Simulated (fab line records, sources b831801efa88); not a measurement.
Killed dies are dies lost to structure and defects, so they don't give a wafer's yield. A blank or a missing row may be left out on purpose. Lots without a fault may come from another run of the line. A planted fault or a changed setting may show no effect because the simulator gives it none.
fab line records | flow sky130
record lots=12 wafers=36 last_day=49
route steps=708 shown VT_ADJUST_LVTN@106 LDD_HVN@275 VIA2@520
lots that met no fault: from a run of the same line without faults
start_h: hours from the record's first day to the start of the lot's first wafer shown | wait_h: hours since the lot's step before | " the same as in the row above | L1.1+2: a row that stands for several wafers | - no value, or no start given | * or withheld: withheld | < > ~ a bound
route shown NAME@n: a module of which the file shows steps, and the number in the route of the first | usual: mean/standard deviation of fault-free wafers | same: alike in all rows | chamber/n: place in a boat | sites: the reading at each site | _std_site: their standard deviation | _edge_site: outer sites' mean less inner sites' | radius_mm: how far each site lies from the wafer's centre | mask NAME#n: copy n | behind: the tool/chamber that last shaped the wafer | hold: why the lot was held/for how many hours/how that ended | device: the transistor (n, p or np) that didn't switch | end of line: the same wafers' tests at the end of the route | a step without rows: its recipe alone | killed: dies lost to structure and defects at the first sort, not the wafer's yield | map: a wafer's dies, x killed, . not, _ none there
set.NAME: the setting as run; set.NAME@STEP: as run at that earlier step | model.NAME: the simulator's own value behind a step, which no gauge read
steps of the route over a sample of lots; a table a step, a row a wafer
services: from which hour (start_h, from the record's first day; less than 0 if before it) a tool's chamber was out of use, for how many hours, and why
## steps
# step SKY_VT_ADJUST_LVTN_STRIP_09
# recipe chemistry=O2/N2 power_w=1400 pressure_mtorr=1500 platen_temp_c=withheld o2_flow_sccm=3000 n2_flow_sccm=300 overash_fraction=0.5
# usual drypump_motor_current_A=5.6/0.59 oes_product_au=0.722/0.0046 strip_time_to_endpoint_s=36.89/0.091
# columns lot.wafer tool chamber start_h wait_h drypump_motor_current_A oes_product_au rf_hours_counter_h strip_time_to_endpoint_s
L814.3 plasma_asher-01 0 138.95 0.1 5.4 0.724 - 36.95
L814.4 " 1 " " 5.0 0.721 - 36.83
L814.5 " 0 " " 5.4 0.723 - 36.84
L818.1 plasma_asher-04 0 165.39 0.1 6.7 0.727 3 36.91
L818.4 " 1 " " 6.1 0.720 - 36.88
L818.5 " 0 " " 6.7 0.720 - 36.90
L819.1 plasma_asher-03 0 175.50 0.1 5.0 0.720 50 36.92
L819.3 " 1 " " 5.5 0.718 - 36.99
L819.5 " 1 " " 5.6 0.722 - 36.97
L820.2 plasma_asher-04 0 180.55 0.1 6.7 0.727 5 36.83
L820.3 " 1 " " 6.1 0.727 - 36.74
L820.6 " 1 " " 6.1 0.733 - 36.79
L821.1 plasma_asher-01 1 185.65 0.1 5.0 0.722 38 36.87
L821.2 " 0 " " 5.4 0.718 38 36.93
L821.4 " 0 " " 5.4 0.728 - 36.91
L822.1 plasma_asher-01 0 192.89 0.1 5.4 0.722 39 36.96
L822.3 " 1 " " 5.0 0.717 - 36.97
L822.6 " 1 " " 5.0 0.718 - 37.00
L823.2 plasma_asher-03 0 195.09 0.1 5.1 0.728 52 36.93
L823.4 " 1 " " 5.5 0.720 - 36.91
L823.6 " 1 " " 5.6 0.721 - 36.90
L827.2 plasma_asher-01 0 227.30 0.1 5.4 0.721 42 36.84
L827.3 " 0 " " 5.4 0.726 - 36.85
L827.5 " 1 " " 5.0 0.718 - 36.97
L828.1 plasma_asher-03 1 232.95 0.1 5.5 0.717 56 36.88
L828.2 " 0 " " 5.1 0.719 56 37.02
L828.4 " 0 " " 5.1 0.730 - 36.96
L831.1 plasma_asher-01 1 254.96 0.1 5.0 0.726 45 36.73
L831.2 " 0 " " 5.4 0.723 45 36.80
L831.3 " 0 " " 5.4 0.721 - 36.81
L834.1 plasma_asher-03 0 270.09 0.1 5.0 0.721 59 36.87
L834.3 " 0 " " 5.1 0.718 - 36.96
L834.4 " 1 " " 5.6 0.715 - 36.99
L835.2 plasma_asher-04 1 276.74 0.1 6.1 0.717 14 36.69
L835.3 " 1 " " 6.1 0.717 - 36.77
L835.5 " 0 " " 6.6 0.721 - 36.87
# step SKY_LDD_HVN_IMPLANT_08
# recipe species=P energy_kev=60 dose_cm2=3e+13 tilt_deg=40
# usual beam_energy_keV=60.002/0.018 end_station_pressure_torr=5.14e-06/2.6e-07 tilt_deg=40.002/0.02
# columns lot.wafer tool chamber start_h wait_h beam_energy_keV end_station_pressure_torr tilt_deg
L814.3 implanter-04 0 455.21 0.1 59.985 5.2e-06 39.973
L814.4 " 0 " " 59.951 5.17e-06 39.974
L814.5 " 0 " " 59.972 5.37e-06 40.003
L818.1 implanter-03 0 498.26 0.0 60.025 5.22e-06 40.004
L818.4 " 0 " " 60.035 5.21e-06 40.006
L818.5 " 0 " " 60.029 4.87e-06 40.006
L819.1 implanter-04 0 519.14 0.0 60.017 5.15e-06 39.980
L819.3 " 0 " " 60.043 5.03e-06 40.007
L819.5 " 0 " " 60.031 5.43e-06 40.001
L820.2 implanter-04 0 523.87 0.0 60.007 5.75e-06 40.043
L820.3 " 0 " " 59.986 5.13e-06 39.994
L820.6 " 0 " " 59.991 5.26e-06 40.021
L821.1 implanter-02 0 529.89 0.0 60.009 4.85e-06 40.019
L821.2 " 0 " " 60.007 5.22e-06 40.002
L821.4 " 0 " " 60.035 5.09e-06 40.002
L823.2 implanter-04 0 540.57 0.0 59.979 5.14e-06 40.031
L823.4 " 0 " " 60.008 5.31e-06 39.981
L823.6 " 0 " " 60.002 5.46e-06 39.976
L822.1 implanter-04 0 543.29 0.0 60.007 5.34e-06 40.015
L822.3 " 0 " " 59.993 5.16e-06 40.006
L822.6 " 0 " " 60.005 5.6e-06 39.986
L827.2 implanter-04 0 582.14 0.0 60.013 5.38e-06 39.982
L827.3 " 0 " " 60.027 4.73e-06 39.984
L827.5 " 0 " " 60.025 5.28e-06 39.975
L828.1 implanter-03 0 588.25 0.0 59.971 5.2e-06 40.013
L828.2 " 0 " " 59.982 5.35e-06 39.970
L828.4 " 0 " " 59.999 4.41e-06 40.009
L831.1 implanter-02 0 618.35 0.0 60.000 5.01e-06 40.031
L831.2 " 0 " " 59.978 5.05e-06 40.015
L831.3 " 0 " " 60.019 5.1e-06 39.990
L834.1 implanter-03 0 633.86 0.0 82.824 5.74e-06 39.984
L834.3 " 0 " " 82.817 4.93e-06 39.998
L834.4 " 0 " " 82.847 5.51e-06 39.998
L835.2 implanter-03 0 639.99 0.0 82.825 5.46e-06 40.032
L835.3 " 0 " " 82.827 4.89e-06 39.998
L835.5 " 0 " " 82.815 4.39e-06 40.001
# step SKY_LDD_HVN_TW_MEAS_10
# usual LDD_HVN_TW=1419/10
# columns lot.wafer tool chamber start_h wait_h LDD_HVN_TW
L814.3 film_metro-01 - 455.43 0.1 1426
L814.4 " - " " 1419
L814.5 " - " " 1415
L818.1 film_metro-01 - 498.51 0.1 1429
L818.4 " - " " 1438
L818.5 " - " " 1429
L819.1 film_metro-02 - 519.39 0.1 1421
L819.3 " - " " 1412
L819.5 " - " " 1410
L820.2 film_metro-02 - 524.10 0.1 1425
L820.3 " - " " 1416
L820.6 " - " " 1418
L821.1 film_metro-03 - 530.14 0.1 1423
L821.2 " - " " 1409
L821.4 " - " " 1408
L823.2 film_metro-01 - 540.80 0.1 1426
L823.4 " - " " 1427
L823.6 " - " " 1421
L822.1 film_metro-02 - 543.54 0.1 1430
L822.3 " - " " 1426
L822.6 " - " " 1423
L827.2 film_metro-02 - 582.37 0.1 1430
L827.3 " - " " 1430
L827.5 " - " " 1429
L828.1 film_metro-01 - 588.50 0.1 1435
L828.2 " - " " 1430
L828.4 " - " " 1438
L831.1 film_metro-02 - 618.60 0.1 1412
L831.2 " - " " 1414
L831.3 " - " " 1412
L834.1 film_metro-02 - 634.11 0.1 1547
L834.3 " - " " 1535
L834.4 " - " " 1542
L835.2 film_metro-02 - 640.22 0.1 1544
L835.3 " - " " 1542
L835.5 " - " " 1543
# step SKY_VIA2_OVL_MEAS_13
# usual VIA2_OVL=0/5.7
# columns lot.wafer tool chamber start_h wait_h VIA2_OVL[nm]
L814.3 overlay-01 - 841.00 0.1 -4
L814.4 " - " " 3
L814.5 " - " " -2
L818.1 overlay-02 - 877.60 0.1 2
L818.4 " - " " 3
L818.5 " - " " 9
L819.1 overlay-01 - 891.97 0.1 -6
L819.3 " - " " -3
L819.5 " - " " -7
L820.2 overlay-01 - 894.19 0.1 3
L820.3 " - " " 10
L820.6 " - " " 7
L821.1 overlay-02 - 901.38 0.1 -6
L821.2 " - " " 12
L821.4 " - " " 6
L823.2 overlay-02 - 918.94 0.1 1
L823.4 " - " " -3
L823.6 " - " " -7
L822.1 overlay-02 - 922.60 0.1 -7
L822.3 " - " " -6
L822.6 " - " " 10
L827.2 overlay-01 - 943.30 0.1 -6
L827.3 " - " " 13
L827.5 " - " " 7
L828.1 overlay-01 - 952.47 0.1 -1
L828.2 " - " " -7
L828.4 " - " " -5
L831.1 overlay-02 - 975.45 0.1 -13
L831.2 " - " " 6
L831.3 " - " " -8
L834.1 overlay-01 - 989.40 0.1 -5
L834.3 " - " " -1
L834.4 " - " " -2
L835.2 overlay-02 - 995.00 0.1 5
L835.3 " - " " 5
L835.5 " - " " -1
# step SKY_VIA2_THK_MEAS_23
# recipe thk_meas_gauge=xrf reads=W_of_VIA2_CVD_21
# usual VIA2_W_THK=426/9.9
# columns lot.wafer tool chamber start_h wait_h VIA2_W_THK[nm]
L814.3 film_metro-03 - 842.14 0.1 425
L814.4 " - " " 446
L814.5 " - " " 443
L818.1 film_metro-04 - 878.65 0.1 421
L818.4 " - " " 426
L818.5 " - " " 424
L819.1 film_metro-04 - 893.03 0.1 423
L819.3 " - " " 428
L819.5 " - " " 426
L820.2 film_metro-03 - 895.24 0.1 422
L820.3 " - " " 422
L820.6 " - " " 424
L821.1 film_metro-04 - 902.42 0.1 430
L821.2 " - " " 425
L821.4 " - " " 429
L823.2 film_metro-04 - 920.00 0.1 414
L823.4 " - " " 423
L823.6 " - " " 421
L822.1 film_metro-04 - 923.64 0.1 418
L822.3 " - " " 432
L822.6 " - " " 417
L827.2 film_metro-04 - 944.39 0.1 426
L827.3 " - " " 416
L827.5 " - " " 416
L828.1 film_metro-01 - 953.56 0.1 420
L828.2 " - " " 431
L828.4 " - " " 426
L831.1 film_metro-04 - 976.51 0.1 429
L831.2 " - " " 415
L831.3 " - " " 418
L834.1 film_metro-03 - 990.48 0.1 434
L834.3 " - " " 437
L834.4 " - " " 418
L835.2 film_metro-04 - 996.23 0.1 423
L835.3 " - " " 423
L835.5 " - " " 429
## services
# columns tool chamber start_h hours kind
plasma_asher-04 - 118.45 9.0 pm
implanter-04 - 134.32 3.9 pm
plasma_asher-03 - 168.11 0.9 repair
plasma_asher-04 - 177.69 2.6 repair
implanter-03 - 210.03 4.1 pm
plasma_asher-03 - 284.00 3.3 repair
plasma_asher-04 - 306.27 1.4 repair
implanter-03 - 312.65 4.2 repair
implanter-03 - 325.01 34.3 pm
plasma_asher-01 - 327.62 1.0 repair
plasma_asher-03 - 334.06 2.8 pm
implanter-03 - 364.56 18.9 pm
implanter-04 - 369.08 17.1 repair
implanter-04 - 371.49 5.7 repair
implanter-03 - 383.46 5.6 pm
plasma_asher-04 - 406.08 2.8 pm
plasma_asher-03 - 421.25 9.0 pm
implanter-03 - 467.03 2.9 repair
implanter-03 - 467.85 12.9 repair
implanter-03 - 480.49 2.9 repair
implanter-03 - 508.97 2.8 repair
implanter-04 - 529.60 3.1 pm
plasma_asher-01 - 617.43 1.3 repair
implanter-04 - 623.32 5.3 pm
## key
first_sign step=SKY_LDD_HVN_IMPLANT_08 reading=beam_energy_keV direction=up sigmas=99+ usual=* struck=*
effect step=SKY_LDD_HVN_TW_MEAS_10 reading=LDD_HVN_TW direction=up sigmas=12 usual=1419 struck=1542
met_at SKY_LDD_HVN_IMPLANT_08
struck_lots L834,L835
tester_left_out L834,L835
not_acting_at SKY_VT_ADJUST_LVTN_STRIP_09,SKY_VIA2_OVL_MEAS_13,SKY_VIA2_THK_MEAS_23
onset_between 588.25 633.86
fault kind=process_parameter_drift tool=implanter-03 chamber=- onset_h=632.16 steps=SKY_LDD_HVN_IMPLANT_08 channel=energy_kev offset=* shape=step end_h=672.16 acts_in=* stated=*
# tester_left_out: of these lots the tester's yield and bins aren't shown, on N5 and GAA mostly nor the transistor test; their killed dies are dies lost to structure and defects alone, not to doping, threshold or leakage, so they don't give the yield
